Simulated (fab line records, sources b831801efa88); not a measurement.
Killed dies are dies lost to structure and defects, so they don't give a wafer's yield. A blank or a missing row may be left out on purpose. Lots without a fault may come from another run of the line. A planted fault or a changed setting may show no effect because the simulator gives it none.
fab line records | flow sky130
record lots=13 wafers=39 last_day=50
route steps=708 shown CONTACT@406 PAD_OPEN@708
lots that met no fault: from a run of the same line without faults
start_h: hours from the record's first day to the start of the lot's first wafer shown | wait_h: hours since the lot's step before | " the same as in the row above | L1.1+2: a row that stands for several wafers | - no value, or no start given | * or withheld: withheld | < > ~ a bound
route shown NAME@n: a module of which the file shows steps, and the number in the route of the first | usual: mean/standard deviation of fault-free wafers | same: alike in all rows | chamber/n: place in a boat | sites: the reading at each site | _std_site: their standard deviation | _edge_site: outer sites' mean less inner sites' | radius_mm: how far each site lies from the wafer's centre | mask NAME#n: copy n | behind: the tool/chamber that last shaped the wafer | hold: why the lot was held/for how many hours/how that ended | device: the transistor (n, p or np) that didn't switch | end of line: the same wafers' tests at the end of the route | a step without rows: its recipe alone | killed: dies lost to structure and defects at the first sort, not the wafer's yield | map: a wafer's dies, x killed, . not, _ none there
set.NAME: the setting as run; set.NAME@STEP: as run at that earlier step | model.NAME: the simulator's own value behind a step, which no gauge read
steps of the route over a sample of lots; a table a step, a row a wafer
services: from which hour (start_h, from the record's first day; less than 0 if before it) a tool's chamber was out of use, for how many hours, and why
## steps
# step SKY_CONTACT_CVD_00
# recipe material=Si3N4 target_thk_nm=75 temp_c=400 time_s=withheld rf_w=450
# usual heater_power_w=762/91
# columns lot.wafer tool chamber start_h wait_h heater_power_w
L826.1 pecvd-04 1 707.57 0.0 846
L826.5 " 1 " " 856
L826.6 " 2 " " 840
L829.3 pecvd-02 1 731.30 0.0 853
L829.5 " 2 " " 611
L829.6 " 0 " " 778
L830.1 pecvd-04 1 747.79 0.0 764
L830.2 " 0 " " 788
L830.5 " 0 " " 773
L831.3 pecvd-04 2 775.04 0.0 729
L831.4 " 1 " " 878
L831.5 " 2 " " 738
L832.1 pecvd-02 0 778.18 0.0 671
L832.5 " 2 " " 722
L832.6 " 0 " " 668
L834.2 pecvd-02 1 780.29 0.0 825
L834.4 " 2 " " 742
L834.6 " 0 " " 654
L835.1 pecvd-03 2 790.89 0.0 925
L835.4 " 2 " " 911
L835.6 " 0 " " 881
L837.2 pecvd-03 0 806.06 0.0 821
L837.3 " 1 " " 550
L837.5 " 2 " " 796
L844.2 pecvd-04 0 860.30 0.0 777
L844.4 " 0 " " 771
L844.6 " 2 " " 796
L845.1 pecvd-02 1 868.59 0.0 767
L845.3 " 1 " " 793
L845.5 " 0 " " 668
L846.1 pecvd-03 0 872.97 0.0 721
L846.3 " 0 " " 719
L846.6 " 0 " " 717
L847.2 pecvd-02 0 873.39 0.0 710
L847.4 " 0 " " 711
L847.6 " 2 " " 693
L848.1 pecvd-04 2 877.05 0.0 812
L848.3 " 1 " " 702
L848.6 " 2 " " 836
# step SKY_CONTACT_COAT_09
# recipe resist=KrF-thick spin_rpm=3000 resist_thk_nm=450
# columns lot.wafer tool chamber start_h wait_h
L826.1+5+6 litho_track-03 0 721 -
L829.3+5+6 litho_track-03 0 745 -
L830.1+2+5 litho_track-03 0 762 -
L831.3+4+5 litho_track-04 0 788 -
L832.1+5+6 litho_track-03 0 792 -
L834.2+4+6 litho_track-02 0 794 -
L835.1+4+6 litho_track-04 0 804 -
L837.2+3+5 litho_track-02 0 820 -
L844.2+4+6 litho_track-03 0 873 -
L845.1+3+5 litho_track-03 0 882 -
L846.1+3+6 litho_track-04 0 886 -
L847.2+4+6 litho_track-03 0 886 -
L848.1+3+6 litho_track-04 0 890 -
# step SKY_CONTACT_STRIP_19
# recipe chemistry=O2/N2 power_w=1400 pressure_mtorr=1500 platen_temp_c=withheld o2_flow_sccm=3000 n2_flow_sccm=300 overash_fraction=0.5
# usual drypump_motor_current_A=5.68/0.28 oes_product_au=0.381/0.0041 strip_time_to_endpoint_s=3.614/0.027
# columns lot.wafer tool chamber start_h wait_h drypump_motor_current_A oes_product_au rf_hours_counter_h strip_time_to_endpoint_s
L826.1 plasma_asher-01 0 735.13 - 5.30 0.382 91 3.596
L826.5 " 1 " " 5.53 0.385 - 3.601
L826.6 " 0 " " 5.28 0.386 - 3.556
L829.3 plasma_asher-03 0 759.54 - 5.68 0.386 - 3.594
L829.5 " 0 " " 5.72 0.386 - 3.638
L829.6 " 1 " " 5.46 0.382 - 3.622
L830.1 plasma_asher-03 0 776.38 - 5.76 0.378 4 3.604
L830.2 " 1 " " 5.48 0.376 4 3.570
L830.5 " 1 " " 5.47 0.382 - 3.617
L831.3 plasma_asher-04 1 802.59 - 6.23 0.384 - 3.578
L831.4 " 0 " " 5.78 0.379 - 3.619
L831.5 " 1 " " 6.22 0.382 - 3.607
L832.1 plasma_asher-04 1 805.27 - 6.21 0.381 67 3.619
L832.5 " 1 " " 6.21 0.377 - 3.650
L832.6 " 0 " " 5.77 0.377 - 3.632
L834.2 plasma_asher-04 0 807.91 - 5.81 0.382 67 3.634
L834.4 " 1 " " 6.20 0.382 - 3.618
L834.6 " 0 " " 5.81 0.378 - 3.627
L835.1 plasma_asher-04 0 817.83 - 5.81 0.376 68 3.624
L835.4 " 1 " " 6.21 0.369 - 3.646
L835.6 " 1 " " 6.20 0.378 - 3.652
L837.2 plasma_asher-03 1 833.82 - 5.50 0.385 10 3.629
L837.3 " 0 " " 5.68 0.381 - 3.647
L837.5 " 0 " " 5.69 0.382 - 3.642
L844.2 plasma_asher-04 0 886.42 - 5.78 0.377 75 3.385
L844.4 " 1 " " 6.21 0.368 - 3.359
L844.6 " 0 " " 5.81 0.372 - 3.382
L845.1 plasma_asher-01 1 895.36 - 5.53 0.377 107 3.429
L845.3 " 1 " " 5.57 0.379 - 3.438
L845.5 " 0 " " 5.31 0.369 - 3.410
L846.1 plasma_asher-03 1 899.02 - 5.48 0.386 17 3.589
L846.3 " 1 " " 5.46 0.384 - 3.617
L846.6 " 0 " " 5.74 0.380 - 3.584
L847.2 plasma_asher-03 1 899.76 - 5.49 0.366 17 3.393
L847.4 " 1 " " 5.46 0.371 - 3.391
L847.6 " 1 " " 5.48 0.374 - 3.396
L848.1 plasma_asher-04 1 902.91 - 6.19 0.380 77 3.556
L848.3 " 0 " " 5.80 0.385 - 3.595
L848.6 " 0 " " 5.80 0.384 - 3.596
# step SKY_CONTACT_SPUTTER_23
# recipe material=TiN target_thk_nm=20 chamber_pressure_pa=5 power_w=4000 time_s=80
# usual throttle_valve_pct=30.3/1.2
# columns lot.wafer tool chamber start_h wait_h throttle_valve_pct
L826.1 pvd_sputter-02 - 735.73 0.0 29.5
L826.5 " - " " 29.4
L826.6 " - " " 29.8
L829.3 pvd_sputter-01 - 760.10 0.0 30.9
L829.5 " - " " 29.6
L829.6 " - " " 30.2
L830.1 pvd_sputter-03 - 777.10 0.0 31.3
L830.2 " - " " 29.1
L830.5 " - " " 31.7
L831.3 pvd_sputter-01 - 803.22 0.0 31.1
L831.4 " - " " 30.4
L831.5 " - " " 32.3
L832.1 pvd_sputter-01 - 805.97 0.0 29.6
L832.5 " - " " 29.8
L832.6 " - " " 31.1
L834.2 pvd_sputter-03 - 808.91 0.0 29.0
L834.4 " - " " 31.7
L834.6 " - " " 28.6
L835.1 pvd_sputter-01 - 818.46 0.0 30.3
L835.4 " - " " 31.1
L835.6 " - " " 31.1
L837.2 pvd_sputter-01 - 834.45 0.0 32.4
L837.3 " - " " 30.1
L837.5 " - " " 32.3
L844.2 pvd_sputter-01 - 887.02 0.0 31.3
L844.4 " - " " 30.2
L844.6 " - " " 31.2
L845.1 pvd_sputter-03 - 895.95 0.0 31.6
L845.3 " - " " 31.7
L845.5 " - " " 28.3
L846.1 pvd_sputter-01 - 899.61 0.0 30.7
L846.3 " - " " 29.6
L846.6 " - " " 30.1
L847.2 pvd_sputter-01 - 900.35 0.0 30.1
L847.4 " - " " 32.4
L847.6 " - " " 29.5
L848.1 pvd_sputter-02 - 903.53 0.0 29.6
L848.3 " - " " 30.1
L848.6 " - " " 27.7
# step SKY_CONTACT_CMP_27
# recipe stop_on=SiO2 t_overpolish_s=15 down_force_psi=3.5 platen_rpm=60 target_thk_nm=0 pad_velocity_m_s=0.94248
# usual motor_current_A=10.8/1.4 overpolish_run_s=15.000/0.0091 time_to_endpoint_s=82.0/2.6
# columns lot.wafer tool chamber start_h wait_h motor_current_A overpolish_run_s time_to_endpoint_s
L826.1 cmp-01 3 736.18 0.1 11.4 14.987 81.9
L826.5 " 1 " " 12.2 14.993 80.6
L826.6 " 2 " " 9.2 15.009 81.9
L829.3 cmp-02 0 760.86 0.4 10.7 14.988 81.4
L829.5 " 0 " " 10.6 14.996 85.4
L829.6 " 1 " " 12.4 15.014 84.8
L830.1 cmp-01 2 777.50 0.1 9.3 14.995 85.0
L830.2 " 3 " " 10.5 15.009 81.7
L830.5 " 2 " " 9.1 15.008 85.2
L831.3 cmp-01 0 803.57 0.0 9.3 14.998 77.4
L831.4 " 2 " " 8.9 14.995 82.0
L831.5 " 0 " " 9.7 14.985 81.4
L832.1 cmp-01 2 806.69 0.4 8.6 15.002 83.1
L832.5 " 1 " " 12.6 15.001 83.0
L832.6 " 2 " " 9.0 15.003 80.6
L834.4 cmp-01 3 809.26 0.0 10.8 14.997 81.5
L834.2 " 0 " " 9.6 15.011 80.5
L834.6 " 3 " " 11.3 14.993 81.8
L835.1 cmp-01 0 818.91 0.1 9.7 15.006 79.8
L835.4 " 1 " " 12.8 15.001 84.2
L835.6 " 2 " " 8.8 15.001 86.7
L837.2 cmp-02 1 834.81 0.0 13.1 14.983 79.4
L837.3 " 3 " " 9.1 14.997 76.5
L837.5 " 2 " " 10.7 14.998 80.3
L844.4 cmp-02 1 887.37 0.0 12.9 15.008 80.4
L844.2 " 3 " " 9.5 15.012 83.0
L844.6 " 1 " " 12.4 15.009 78.6
L845.3 cmp-01 0 896.35 0.1 9.3 14.991 77.3
L845.1 " 2 " " 8.6 14.990 82.1
L845.5 " 0 " " 9.7 15.007 79.7
L846.1 cmp-02 0 899.96 0.1 10.4 14.994 81.4
L846.3 " 2 " " 11.6 15.011 82.8
L846.6 " 0 " " 10.8 14.987 80.7
L847.4 cmp-01 2 900.75 0.1 9.0 15.012 84.2
L847.2 " 3 " " 10.4 15.011 81.3
L847.6 " 2 " " 8.9 15.000 80.3
L848.1 cmp-01 3 903.94 0.1 10.6 15.009 83.6
L848.3 " 0 " " 9.4 15.015 80.1
L848.6 " 3 " " 10.7 15.003 82.5
# step SKY_PAD_OPEN_PROBE_99
# usual killed_at_M0_to_M3=45/6.9 killed_at_M4_up=3.0/1.7 killed_at_contacts=25/5.6 killed_at_front_end=15/4.2 killed_at_other=0.3/0.55 killed_dies=89/9.6 killed_open=49/7.2 killed_short=39/6.5
# same gross_dies=492 killed_at_back_side=0
# columns lot.wafer tool chamber start_h wait_h killed_at_M0_to_M3 killed_at_M4_up killed_at_contacts killed_at_front_end killed_at_other killed_dies killed_open killed_short
L826.1 prober-01 - 1073.45 0.1 53 3 24 17 0 97 56 41
L826.5 prober-01 - 1073.65 0.2 38 4 32 9 0 83 40 43
L826.6 prober-01 - 1073.70 0.2 35 4 23 13 0 75 38 37
L829.3 prober-02 - 1092.65 0.2 44 3 19 21 1 88 50 38
L829.5 prober-02 - 1092.75 0.2 55 2 27 10 0 94 55 39
L829.6 prober-02 - 1092.80 0.2 37 5 36 26 0 104 53 48
L830.1 prober-01 - 1105.46 0.1 35 1 25 21 0 82 53 29
L830.2 prober-01 - 1105.51 0.1 40 3 19 12 0 74 42 32
L830.5 prober-01 - 1105.66 0.2 32 7 18 10 0 67 34 33
L831.3 prober-01 - 1128.69 0.2 45 3 21 11 0 80 47 33
L831.4 prober-01 - 1128.74 0.2 37 4 25 16 1 83 45 37
L831.5 prober-01 - 1128.79 0.2 53 1 17 16 1 88 45 41
L832.1 prober-01 - 1130.09 0.1 48 3 24 14 0 89 48 41
L832.5 prober-01 - 1130.29 0.2 43 2 37 15 0 97 48 49
L832.6 prober-01 - 1130.34 0.2 49 1 20 10 0 80 49 31
L834.2 prober-02 - 1131.70 0.1 35 3 20 9 0 67 33 34
L834.4 prober-02 - 1131.80 0.2 40 1 22 12 0 75 44 31
L834.6 prober-02 - 1131.90 0.2 39 5 23 14 0 81 41 40
L835.1 prober-01 - 1138.06 0.1 52 2 15 16 0 85 51 30
L835.4 prober-01 - 1138.21 0.2 43 5 30 15 0 93 48 45
L835.6 prober-01 - 1138.31 0.2 42 3 27 17 0 89 50 39
L837.2 prober-01 - 1148.43 0.1 44 2 28 18 0 92 59 33
L837.3 prober-01 - 1148.48 0.2 45 3 25 15 0 88 51 37
L837.5 prober-01 - 1148.58 0.2 42 4 32 16 0 94 54 40
L844.2 prober-02 - 1183.07 0.1 38 3 24 16 0 81 42 38
L844.4 prober-02 - 1183.17 0.2 48 4 29 11 0 92 53 39
L844.6 prober-02 - 1183.27 0.2 46 3 29 19 0 97 47 47
L845.1 prober-01 - 1190.27 0.1 54 1 19 8 0 82 36 46
L845.3 prober-01 - 1190.37 0.2 49 3 26 18 0 96 49 47
L845.5 prober-01 - 1190.47 0.2 42 3 35 14 0 94 54 40
L846.1 prober-02 - 1193.30 0.1 53 6 21 17 1 98 57 40
L846.3 prober-02 - 1193.40 0.2 50 2 25 16 2 95 55 38
L846.6 prober-02 - 1193.55 0.2 45 2 18 16 1 82 46 36
L847.2 prober-01 - 1193.73 0.1 45 3 30 18 0 96 50 46
L847.4 prober-01 - 1193.83 0.2 50 4 18 12 0 84 61 23
L847.6 prober-01 - 1193.93 0.2 33 2 28 17 0 80 43 37
L848.1 prober-02 - 1195.34 0.1 37 5 28 12 1 83 48 34
L848.3 prober-02 - 1195.44 0.2 49 1 21 10 0 81 47 33
L848.6 prober-02 - 1195.59 0.2 42 0 19 11 1 73 40 33
# killed by level:class
L826.1 VIA1:geometric_particle:open=14 CONTACT:geometric_particle:open=9 VIA2:geometric_particle:open=9 METAL1:geometric_particle:short=7 VIA3:geometric_particle:short=7 FIELD_ISO:geometric_particle:open=5 POLY_GATE:geometric_particle:open=4 POLY_GATE:geometric_particle:short=4
L826.5 VIA1:geometric_particle:open=12 CONTACT:geometric_particle:open=11 CONTACT:geometric_particle:short=8 LI_CONTACT:geometric_particle:open=6 VIA1:geometric_particle:short=6 LI_CONTACT:geometric_particle:short=4 VIA3:geometric_particle:open=4 FIELD_ISO:geometric_particle:short=3
L826.6 VIA1:geometric_particle:open=8 CONTACT:geometric_particle:open=7 LOCAL_INTERCONNECT:geometric_particle:short=6 VIA3:geometric_particle:open=5 SPACER:geometric_particle:open=4 LI_CONTACT:geometric_particle:open=4 CONTACT:geometric_particle:short=4 METAL1:geometric_particle:short=4
L829.3 VIA1:geometric_particle:open=10 FIELD_ISO:geometric_particle:short=9 VIA2:geometric_particle:open=8 FIELD_ISO:geometric_particle:open=6 LI_CONTACT:geometric_particle:open=6 METAL2:geometric_particle:short=5 VIA3:geometric_particle:open=5 LI_CONTACT:geometric_particle:short=4
L829.5 VIA1:geometric_particle:open=16 CONTACT:geometric_particle:open=12 VIA3:geometric_particle:open=10 VIA2:geometric_particle:open=7 METAL2:geometric_particle:short=6 LI_CONTACT:geometric_particle:open=5 METAL1:geometric_particle:short=5 CONTACT:geometric_particle:short=4
L829.6 LI_CONTACT:geometric_particle:open=12 VIA1:geometric_particle:open=11 POLY_GATE:geometric_particle:short=8 CONTACT:geometric_particle:open=8 LOCAL_INTERCONNECT:geometric_particle:short=7 METAL2:geometric_particle:short=6 VIA3:geometric_particle:open=5 POLY_GATE:geometric_particle:open=4
L830.1 CONTACT:geometric_particle:open=9 VIA3:geometric_particle:open=8 VIA1:geometric_particle:open=7 FIELD_ISO:geometric_particle:open=5 FIELD_ISO:geometric_particle:short=5 POLY_GATE:geometric_particle:open=5 LI_CONTACT:geometric_particle:short=5 METAL1:geometric_particle:open=5
L830.2 VIA2:geometric_particle:open=12 CONTACT:geometric_particle:open=7 FIELD_ISO:geometric_particle:open=6 VIA1:geometric_particle:open=5 METAL2:geometric_particle:short=5 METAL3:geometric_particle:short=5 VIA3:geometric_particle:open=4 CONTACT:geometric_particle:short=4
L830.5 LI_CONTACT:geometric_particle:open=6 FIELD_ISO:geometric_particle:open=5 LOCAL_INTERCONNECT:geometric_particle:short=5 VIA1:geometric_particle:short=5 VIA1:geometric_particle:open=5 VIA2:geometric_particle:short=5 METAL4:geometric_particle:short=5 METAL3:geometric_particle:short=4
L831.3 VIA1:geometric_particle:open=11 METAL1:geometric_particle:short=9 CONTACT:geometric_particle:open=9 LI_CONTACT:geometric_particle:open=7 METAL2:geometric_particle:short=6 METAL2:geometric_particle:open=5 VIA1:geometric_particle:short=4 VIA2:geometric_particle:open=4
L831.4 VIA3:geometric_particle:open=8 CONTACT:geometric_particle:open=7 METAL1:geometric_particle:short=6 LI_CONTACT:geometric_particle:open=6 CONTACT:geometric_particle:short=6 POLY_GATE:geometric_particle:open=5 METAL2:geometric_particle:short=5 FIELD_ISO:geometric_particle:open=4
L831.5 VIA1:geometric_particle:open=12 VIA2:geometric_particle:open=10 METAL2:geometric_particle:short=8 POLY_GATE:geometric_particle:open=5 LI_CONTACT:geometric_particle:open=5 VIA1:geometric_particle:short=5 FIELD_ISO:geometric_particle:short=4 CONTACT:geometric_particle:short=4
L832.1 VIA3:geometric_particle:open=10 CONTACT:geometric_particle:open=8 LI_CONTACT:geometric_particle:open=7 VIA1:geometric_particle:short=7 METAL1:geometric_particle:open=6 LOCAL_INTERCONNECT:geometric_particle:short=6 METAL1:geometric_particle:short=6 POLY_GATE:geometric_particle:open=5
L832.5 CONTACT:geometric_particle:open=10 VIA3:geometric_particle:open=10 LI_CONTACT:geometric_particle:open=9 CONTACT:geometric_particle:short=6 METAL1:geometric_particle:short=6 VIA3:geometric_particle:short=6 LOCAL_INTERCONNECT:geometric_particle:short=5 VIA1:geometric_particle:open=5
L832.6 VIA1:geometric_particle:open=18 VIA2:geometric_particle:open=8 VIA3:geometric_particle:open=7 LI_CONTACT:geometric_particle:open=6 LOCAL_INTERCONNECT:geometric_particle:short=6 METAL3:geometric_particle:short=5 FIELD_ISO:geometric_particle:open=4 POLY_GATE:geometric_particle:short=4
L834.2 VIA1:geometric_particle:open=8 METAL2:geometric_particle:short=7 VIA3:geometric_particle:open=7 LI_CONTACT:geometric_particle:open=5 CONTACT:geometric_particle:open=5 CONTACT:geometric_particle:short=5 METAL3:geometric_particle:short=4 LI_CONTACT:geometric_particle:short=3
L834.4 VIA1:geometric_particle:open=12 CONTACT:geometric_particle:open=8 VIA1:geometric_particle:short=7 LI_CONTACT:geometric_particle:open=7 LOCAL_INTERCONNECT:geometric_particle:short=5 FIELD_ISO:geometric_particle:short=4 METAL2:geometric_particle:short=4 FIELD_ISO:geometric_particle:open=3
L834.6 VIA1:geometric_particle:open=10 LI_CONTACT:geometric_particle:open=8 VIA3:geometric_particle:open=7 POLY_GATE:geometric_particle:short=6 METAL2:geometric_particle:short=6 LI_CONTACT:geometric_particle:short=5 LOCAL_INTERCONNECT:geometric_particle:short=4 CONTACT:geometric_particle:open=4
L835.1 VIA2:geometric_particle:open=13 VIA1:geometric_particle:open=11 FIELD_ISO:geometric_particle:open=6 CONTACT:geometric_particle:open=6 LI_CONTACT:geometric_particle:open=5 VIA1:geometric_particle:short=5 VIA3:geometric_particle:open=5 METAL3:geometric_particle:short=4
L835.4 VIA1:geometric_particle:open=13 CONTACT:geometric_particle:open=11 LI_CONTACT:geometric_particle:open=7 LOCAL_INTERCONNECT:geometric_particle:short=7 METAL1:geometric_particle:short=6 METAL2:geometric_particle:short=6 VIA2:geometric_particle:open=5 FIELD_ISO:geometric_particle:short=4
L835.6 CONTACT:geometric_particle:open=10 FIELD_ISO:geometric_particle:open=8 LOCAL_INTERCONNECT:geometric_particle:short=8 VIA1:geometric_particle:open=8 VIA2:geometric_particle:open=7 METAL1:geometric_particle:short=5 METAL2:geometric_particle:short=5 VIA3:geometric_particle:open=5
L837.2 CONTACT:geometric_particle:open=14 VIA1:geometric_particle:open=13 VIA3:geometric_particle:open=9 LI_CONTACT:geometric_particle:open=7 POLY_GATE:geometric_particle:short=6 FIELD_ISO:geometric_particle:open=5 POLY_GATE:geometric_particle:open=5 METAL2:geometric_particle:short=4
L837.3 VIA1:geometric_particle:open=12 VIA3:geometric_particle:open=9 LI_CONTACT:geometric_particle:open=8 CONTACT:geometric_particle:open=8 METAL2:geometric_particle:short=6 LI_CONTACT:geometric_particle:short=5 METAL1:geometric_particle:short=5 POLY_GATE:geometric_particle:open=4
L837.5 CONTACT:geometric_particle:open=14 VIA1:geometric_particle:open=10 METAL2:geometric_particle:short=8 CONTACT:geometric_particle:short=7 POLY_GATE:geometric_particle:open=6 VIA2:geometric_particle:open=6 LI_CONTACT:geometric_particle:open=5 VIA3:geometric_particle:open=5
L844.2 VIA1:geometric_particle:open=14 METAL1:geometric_particle:short=9 CONTACT:geometric_particle:short=7 FIELD_ISO:geometric_particle:open=6 METAL3:geometric_particle:short=6 LI_CONTACT:geometric_particle:open=6 CONTACT:geometric_particle:open=4 POLY_GATE:geometric_particle:short=3
L844.4 VIA1:geometric_particle:open=12 CONTACT:geometric_particle:open=11 VIA2:geometric_particle:open=9 LI_CONTACT:geometric_particle:open=8 VIA3:geometric_particle:open=6 CONTACT:geometric_particle:short=6 METAL2:geometric_particle:short=5 VIA2:geometric_particle:short=5
L844.6 CONTACT:geometric_particle:open=11 VIA2:geometric_particle:open=9 VIA1:geometric_particle:open=8 VIA1:geometric_particle:short=6 LI_CONTACT:geometric_particle:open=6 CONTACT:geometric_particle:short=6 FIELD_ISO:geometric_particle:short=5 METAL2:geometric_particle:short=5
L845.1 METAL2:geometric_particle:short=11 VIA1:geometric_particle:open=8 CONTACT:geometric_particle:open=8 METAL3:geometric_particle:short=7 VIA1:geometric_particle:short=6 VIA3:geometric_particle:open=6 CONTACT:geometric_particle:short=5 METAL1:geometric_particle:short=4
L845.3 VIA1:geometric_particle:open=11 CONTACT:geometric_particle:open=10 METAL2:geometric_particle:short=9 VIA3:geometric_particle:open=7 POLY_GATE:geometric_particle:short=6 LI_CONTACT:geometric_particle:open=6 METAL1:geometric_particle:short=6 METAL2:geometric_particle:open=5
L845.5 CONTACT:geometric_particle:open=15 VIA3:geometric_particle:open=9 VIA2:geometric_particle:open=7 LI_CONTACT:geometric_particle:open=6 METAL2:geometric_particle:short=6 LOCAL_INTERCONNECT:geometric_particle:short=5 CONTACT:geometric_particle:short=5 POLY_GATE:geometric_particle:open=4
L846.1 VIA3:geometric_particle:open=15 VIA1:geometric_particle:open=9 LI_CONTACT:geometric_particle:open=9 METAL2:geometric_particle:short=7 CONTACT:geometric_particle:open=6 METAL1:geometric_particle:short=6 FIELD_ISO:geometric_particle:short=5 POLY_GATE:geometric_particle:open=5
L846.3 VIA1:geometric_particle:open=11 LI_CONTACT:geometric_particle:open=9 CONTACT:geometric_particle:open=9 VIA3:geometric_particle:open=9 VIA3:geometric_particle:short=8 METAL1:geometric_particle:short=7 FIELD_ISO:geometric_particle:open=5 POLY_GATE:geometric_particle:open=4
L846.6 VIA1:geometric_particle:open=13 LI_CONTACT:geometric_particle:open=7 VIA3:geometric_particle:open=7 METAL1:geometric_particle:short=7 POLY_GATE:geometric_particle:short=6 VIA2:geometric_particle:open=6 METAL2:geometric_particle:short=5 FIELD_ISO:geometric_particle:short=4
L847.2 LI_CONTACT:geometric_particle:open=11 CONTACT:geometric_particle:open=11 VIA1:geometric_particle:open=9 VIA1:geometric_particle:short=7 METAL2:geometric_particle:short=6 POLY_GATE:geometric_particle:short=5 VIA2:geometric_particle:open=5 FIELD_ISO:geometric_particle:short=4
L847.4 VIA3:geometric_particle:open=13 VIA1:geometric_particle:open=12 VIA2:geometric_particle:open=12 FIELD_ISO:geometric_particle:open=5 LI_CONTACT:geometric_particle:open=5 CONTACT:geometric_particle:open=5 VIA1:geometric_particle:short=4 METAL3:geometric_particle:short=4
L847.6 CONTACT:geometric_particle:open=9 FIELD_ISO:geometric_particle:open=7 LOCAL_INTERCONNECT:geometric_particle:short=7 VIA1:geometric_particle:open=7 VIA3:geometric_particle:open=6 FIELD_ISO:geometric_particle:short=5 LI_CONTACT:geometric_particle:short=5 VIA3:geometric_particle:short=4
L848.1 CONTACT:geometric_particle:open=9 LI_CONTACT:geometric_particle:open=8 CONTACT:geometric_particle:short=8 VIA1:geometric_particle:open=8 VIA3:geometric_particle:open=7 FIELD_ISO:geometric_particle:open=5 FIELD_ISO:geometric_particle:short=4 METAL1:geometric_particle:short=4
L848.3 VIA1:geometric_particle:open=14 CONTACT:geometric_particle:open=11 VIA3:geometric_particle:open=8 METAL2:geometric_particle:short=7 METAL1:geometric_particle:short=6 VIA1:geometric_particle:short=5 LI_CONTACT:geometric_particle:open=4 CONTACT:geometric_particle:short=3
L848.6 VIA1:geometric_particle:open=14 METAL2:geometric_particle:short=7 VIA3:geometric_particle:open=6 CONTACT:geometric_particle:short=5 FIELD_ISO:geometric_particle:open=4 LOCAL_INTERCONNECT:geometric_particle:short=4 LI_CONTACT:geometric_particle:open=4 VIA2:geometric_particle:short=4
## services
# columns tool chamber start_h hours kind
pecvd-04 - 708.41 0.6 repair
pvd_sputter-01 - 715.49 3.8 repair
cmp-02 - 719.51 1.4 repair
cmp-01 - 720.34 2.0 repair
pvd_sputter-03 - 720.57 5.4 repair
plasma_asher-03 - 733.75 9.0 pm
pecvd-03 2 738.90 26.7 repair
cmp-02 - 744.00 4.0 pm
cmp-01 - 755.54 0.9 repair
cmp-01 - 757.74 6.1 pm
plasma_asher-04 - 770.17 4.3 pm
plasma_asher-04 - 774.50 14.6 pm
pvd_sputter-01 - 775.26 2.5 repair
pecvd-04 0 784.14 5.9 repair
cmp-01 - 786.57 1.2 repair
pvd_sputter-01 - 798.59 0.5 repair
pecvd-04 2 811.43 5.5 repair
cmp-01 - 812.01 6.3 repair
pecvd-02 2 816.81 3.8 repair
cmp-01 - 823.30 1.3 repair
pecvd-03 - 862.87 0.9 repair
pvd_sputter-01 - 876.53 3.0 repair
cmp-02 - 880.78 2.1 repair
cmp-02 - 901.54 4.7 pm
## key
first_sign step=SKY_CONTACT_STRIP_19 reading=strip_time_to_endpoint_s direction=down sigmas=7.9 usual=* struck=* through=*
effect none on later readings
met_at SKY_CONTACT_COAT_09
struck_lots L844,L845,L847
tester_left_out L844,L845,L847
loop_trim step=SKY_CONTACT_EXPOSE_11 setting=dose lots=L847
not_acting_at SKY_CONTACT_CVD_00,SKY_CONTACT_SPUTTER_23,SKY_CONTACT_CMP_27
onset_between 792 873
fault kind=process_parameter_drift tool=litho_track-03 chamber=- onset_h=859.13 steps=SKY_CONTACT_COAT_09 channel=resist_thk_nm offset=-20.959 shape=step end_h=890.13 acts_in=these_recipes_only stated=450
# tester_left_out: of these lots the tester's yield and bins aren't shown, on N5 and GAA mostly nor the transistor test; their killed dies are dies lost to structure and defects alone, not to doping, threshold or leakage, so they don't give the yield
# loop_trim: a control loop set the setting to another value than it would have without faults
